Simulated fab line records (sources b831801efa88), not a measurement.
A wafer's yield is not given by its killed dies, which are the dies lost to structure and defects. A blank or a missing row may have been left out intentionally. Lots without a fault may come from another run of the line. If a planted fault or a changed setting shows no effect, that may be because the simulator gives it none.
Which tool is to blame? | flow gf180mcu | Sampling: 6 lots, 18 wafers, 2 of 602 route steps

## WHAT EACH GAUGE READ, for each wafer
GF_PSD_RS_MEAS_14: measurement is done with a four-point probe.
lot  | measured     | on            | NSD_RS (ohm/sq)
L197 | day 14 13:14 | film metro-03 | 46.09 46.17 46.12
L199 | day 15 05:04 | film metro-04 | 46.15 46.23 46.20
L201 | day 15 21:53 | film metro-03 | 46.26 46.14 46.13
L207 | day 18 01:59 | film metro-04 | 43.03 43.07 43.07 42.95 43.04 42.94
L210 | day 19 04:11 | film metro-02 | 46.03 46.10 46.06
L218 | day 21 15:37 | film metro-03 | 46.12 46.09 46.15

## WHAT TOOL EACH LOT RAN ON (gives the tool, then ch and the chambers of the sampled wafers, and finally the start)
lot  | GF_PSD_RTA_13
L197 | rtp anneal-01 ch 0, day 14 13:09
L199 | rtp anneal-01 ch 0, day 15 04:59
L201 | rtp anneal-02 ch 0, day 15 21:48
L207 | rtp anneal-02 ch 0, day 18 01:53
L210 | rtp anneal-01 ch 0, day 19 04:06
L218 | rtp anneal-01 ch 0, day 21 15:32
- GF_PSD_RTA_13: time 20 s.

## THE ANSWER, worked out from the rows above alone
Rule: usual is defined by the lots themselves. Put in order of their means at a reading, lots are off if they are a third of the lots or fewer, leave a main group of 4 or more, and stand apart from it by a gap of 3 or more times the standard deviation of the main group's means; of several such gaps the widest counts. If all means in a main group match to the digits the tables above print for the reading, that group is not used. Also off: a lot with no number at a reading for which 4 or more lots have one. The other lots that the step has rows for count as sound.
Off: L207, at GF_PSD_RS_MEAS_14 (NSD_RS). For the main group the mean is 46.14 ohm/sq and the standard deviation 0.046.
If a tool, at a process step before that reading, ran all the lots that are off and no sound lot after the first of them, it fits. Those tools and the gauges at GF_PSD_RS_MEAS_14 are tried in the same way. This does not decide it: 2 tools fit, namely rtp anneal-02 at GF_PSD_RTA_13 and film metro-04 at GF_PSD_RS_MEAS_14.

## WHAT THE SIMULATOR HAD INSERTED
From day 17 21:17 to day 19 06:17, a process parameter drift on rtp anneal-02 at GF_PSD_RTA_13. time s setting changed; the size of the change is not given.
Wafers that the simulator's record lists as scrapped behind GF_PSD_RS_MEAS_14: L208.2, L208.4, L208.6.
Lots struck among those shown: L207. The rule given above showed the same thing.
